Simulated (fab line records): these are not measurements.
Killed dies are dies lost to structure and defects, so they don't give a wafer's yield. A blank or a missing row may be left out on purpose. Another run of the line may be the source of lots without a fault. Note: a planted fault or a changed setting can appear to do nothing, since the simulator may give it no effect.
Comparing a struck lot with a sound one | flow sky130 | 14 steps out of a route of 708
Sound: wafers L804.4, L804.5, L804.6. Wafers L812.1, L812.2, L812.4 were the ones struck. Last of all comes the cause.
Per side, at each step with rows, come the tool, then ch with its chambers, and then its first start. Under that, the readings that differ: sound wafers | struck wafers | difference of the means | sigmas: that difference in standard deviations of wafers without a fault.
alike: readings whose means differ by less than 2 such deviations, and words and numbers that are the same on both sides. not compared: withheld readings, readings that some wafer has no value for, bounds like >300 that may hide the same value, and numbers for which the record gives no deviation and whose values overlap.
Wherever a step has rows on one side only, a row that says differs or no value, or a row with sigmas, the two part there. When numbers do not overlap yet have no deviation, they are printed without sigmas and do not part them. A reading that every wafer of one side lacks parts them only if that side has two wafers or more.

SKY_NWELL_TW_MEAS_26:
  sound on film_metro-02 at day 6 18:13; struck on film_metro-03 at day 8 20:26
  alike: NWELL_2_TW
then, 1 step without rows for these wafers: SKY_NWELL_CLEAN_27 (cleans in SC1/SC2, time 150 s).
SKY_NWELL_RTA_28: time 30 s.
  sound on rtp_anneal-01 ch 0, day 6 18:20; struck on rtp_anneal-01 ch 0, day 8 20:32
  alike: lamp_power_pct, wafer_temp_C_max
SKY_NWELL_RS_MEAS_29: measures by four-point-probe.
  sound on film_metro-03 at day 6 18:27; struck on film_metro-01 at day 8 20:38
  reading           | sound             | struck            | difference | sigmas
  NWELL_RS (ohm/sq) | 624.7 623.5 625.6 | 627.6 629.0 627.9 | +3.6       | +2
SKY_NWELL_RS_MEAS_31: measures by four-point-probe.
  sound on film_metro-03 at day 6 18:41; struck on film_metro-01 at day 8 20:53
  alike: PWDE_RS
then, 6 steps without rows for these wafers: SKY_VT_ADJUST_HVTP_DEHYDRATE_00 (time 60 s); SKY_VT_ADJUST_HVTP_HMDS_01 (prime time 60 s); SKY_VT_ADJUST_HVTP_COAT_02 (resist thk 1140 nm); SKY_VT_ADJUST_HVTP_SOFTBAKE_03 (time 60 s); SKY_VT_ADJUST_HVTP_EXPOSE_04 (exposes mask HVTPM, target cd 380 nm); SKY_VT_ADJUST_HVTP_PEB_05.
SKY_VT_ADJUST_HVTP_DEVELOP_06: develop time 60 s.
  sound on litho_track-02 ch 0, day 7 13:58; struck on litho_track-02 ch 0, day 9 18:14
  reading              | sound             | struck            | difference | sigmas
  developer_temp_C (C) | 23.07 23.06 23.08 | 25.16 25.21 25.21 | +2.12      | +19
  alike: exhaust_pa
SKY_VT_ADJUST_HVTP_CD_MEAS_07: the cd target is 380 nm.
  sound on cd_sem-02 at day 7 14:06; struck on cd_sem-01 at day 9 18:23
  alike: cd_nm
-- record jumps: 39 days separate the struck wafers' starts on either side; left off in module VT_ADJUST_HVTP, taken up again in module PAD_OPEN, whose first shown step is the route's number 708 --
SKY_PAD_OPEN_PROBE_99:
  sound on prober-02 at day 47 02:43; struck on prober-01 at day 48 16:19
  alike: killed_at_M0_to_M3, killed_at_M4_up, killed_at_contacts, killed_at_front_end, killed_at_other, killed_dies, killed_open, killed_short

## WHERE THEY PART
At SKY_NWELL_RS_MEAS_29 first; at SKY_VT_ADJUST_HVTP_DEVELOP_06 last (within this record only). Later steps at which nothing parts them and some readings are alike: SKY_VT_ADJUST_HVTP_CD_MEAS_07, SKY_PAD_OPEN_PROBE_99.

WHY: the cause the simulator had injected
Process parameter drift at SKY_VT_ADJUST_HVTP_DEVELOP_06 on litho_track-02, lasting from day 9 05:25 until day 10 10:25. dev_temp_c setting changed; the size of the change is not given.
